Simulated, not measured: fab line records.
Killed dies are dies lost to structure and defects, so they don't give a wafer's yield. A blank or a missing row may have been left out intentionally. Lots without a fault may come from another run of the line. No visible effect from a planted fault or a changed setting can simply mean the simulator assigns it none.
Matching of chambers ; flow sky130 ; 4 sister chambers for SKY_VIA3_ETCH_15 on rie-diel-01
The step etches SiO2 in C4F8/O2/Ar, stops on TiN, target depth 507 nm, time 78 s. 8 wafers are shown with their chamber, then 7 later ones without.

WAFERS PAIRED WITH THEIR CHAMBERS
wafer;chamber;run-length-s (s);oes-product-au (a.u.)
L981.5;3;106.2;0.948
L994.3;1;106.6;0.947
L994.5;2;106.7;0.951
L995.2;3;105.6;0.940
L995.3;0;107.0;0.937
L995.4;1;107.3;0.948
L996.1;2;106.1;0.945
L996.5;0;107.3;0.946

WAFERS WITH NO CHAMBER GIVEN
wafer;run-length-s (s);oes-product-au (a.u.)
L996.6;106.7;0.944
L999.1;105.5;0.947
L999.5;107.3;0.946
L999.6;106.5;0.944
L101.1;106.5;0.944
L101.2;106.3;0.948
L101.3;106.7;0.944

THE CHAMBER EACH PASSED THROUGH
wafer;from the rows above;in truth
L996.6;can't be placed: 1 or 2 or 0 or 3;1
L999.1;can't be placed: 3 or 2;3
L999.5;can't be placed: 1 or 0 or 2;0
L999.6;can't be placed: 2 or 1 or 3 or 0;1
L101.1;can't be placed: 2 or 1 or 3 or 0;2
L101.2;can't be placed: 2 or 3 or 1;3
L101.3;can't be placed: 1 or 2 or 0 or 3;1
0 of 7 placed correctly. From these rows, 7 cannot be placed; in 7 the true chamber is one of the candidates. 0 placed wrongly.
How it was worked out, from the rows above alone: a wafer's distance from a chamber is the root of the sum, over the readings, of the square of ((its reading less the chamber's mean) divided by the reading's scatter). The wafer belongs to the nearest chamber; if the next one is less than 2 further off, it can't be placed. A chamber's mean is the mean of its shown wafers. The scatter is the square root of a quotient: the sum, over the shown wafers, of each reading's squared deviation from its chamber's mean, divided by wafers minus chambers.
